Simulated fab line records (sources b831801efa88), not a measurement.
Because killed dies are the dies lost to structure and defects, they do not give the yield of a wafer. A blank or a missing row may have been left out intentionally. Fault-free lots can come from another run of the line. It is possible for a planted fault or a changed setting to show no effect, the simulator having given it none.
8D (eight disciplines) problem report, filled in by code | flow gf180mcu | the parts of the form that need people (team, actions taken, sign-off) are left out

## 1. THE ISSUE
Wafers without a fault read 160.36 W, standard deviation 0.12; heater-power-total-W at GF_HV_LDD_DEHYDRATE_00 reads a mean of 153.20 W on 9 wafers belonging to 3 lots. Relative to the usual mean, that is a shift of -60 standard deviations.
The step: time 60 s.
First seen on wafer L315.1, day 14 11:47, on litho-track-04. The record holds 42 wafers of 14 lots with a number at this step. Rule for "out", or "out of limits": more than 4 standard deviations from the usual mean. The rest of the wafers with a number are treated as sound.

## 2. WHAT IT IS, AND WHAT IT ISN'T
question                    | is                                 | is not
which readings at this step | heater-power-total-W, plate-temp-C | chill-plate-temp-C
which lots                  | L315, L316, L319                   | L301, L302, L303, L304, L305, L306, L307, L309, L312, L314, L321
which wafers of those lots  | all that have a number             | -
read on which tools         | litho-track-04                     | litho-track-02, litho-track-03
when                        | from day 14 11:47                  | up to then (30 sound wafers); but 3 sound wafers of L321 came after

## 3. WHAT RULES OUT EACH SUSPECT
Counting: a tool stays on the suspect list if, at a process step up to the reading, it processed all lots that are out and no sound lot following the first of them.
- litho-track-04 at GF_HV_LDD_DEHYDRATE_00 (time 60 s): kept. It processed each lot that is out, first L315 at day 14 11:47, and no sound lot thereafter; up to then, the last sound lot it processed was L314 at day 14 06:31. Out on those wafers are its own readings of heater-power-total-W, plate-temp-C.
Remaining after the count: litho-track-04 at GF_HV_LDD_DEHYDRATE_00.

## 4. THE CAUSE (what the simulator had put in)
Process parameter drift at GF_HV_LDD_DEHYDRATE_00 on litho-track-04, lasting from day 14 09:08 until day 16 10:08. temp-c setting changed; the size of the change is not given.
Counting left only this tool.

## 5. THE EFFECT CHAIN, in route order
One row per reading whose mean, taken over the struck wafers that have a number, lies over 3 standard deviations from the usual. Only readings for which the record gives a usual standard deviation are gone through. hours: the time from each lot's start at the first step in this table that gives one to its start at this step, as a median over the lots. sigmas: the change in usual standard deviations.
hours | step                   | reading              | usual    | on struck wafers | change | sigmas
0     | GF_HV_LDD_DEHYDRATE_00 | heater-power-total-W | 160.36 W | 153.20           | -7.16  | -60
0     | GF_HV_LDD_DEHYDRATE_00 | plate-temp-C         | 200.03 C | 192.99           | -7.04  | -41
Process steps it contains:
- GF_HV_LDD_DEHYDRATE_00: time 60 s.
Later steps that measure or inspect, where all struck wafers having a row at the step show a number for every such reading and not one has moved that far: GF_V1_THK_MEAS_25.

## 6. HOW IT WOULD HAVE BEEN CAUGHT EARLIER
3 hours passed between the start of the fault at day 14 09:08 and the first reading out of limits in this record, taken at day 14 11:47.
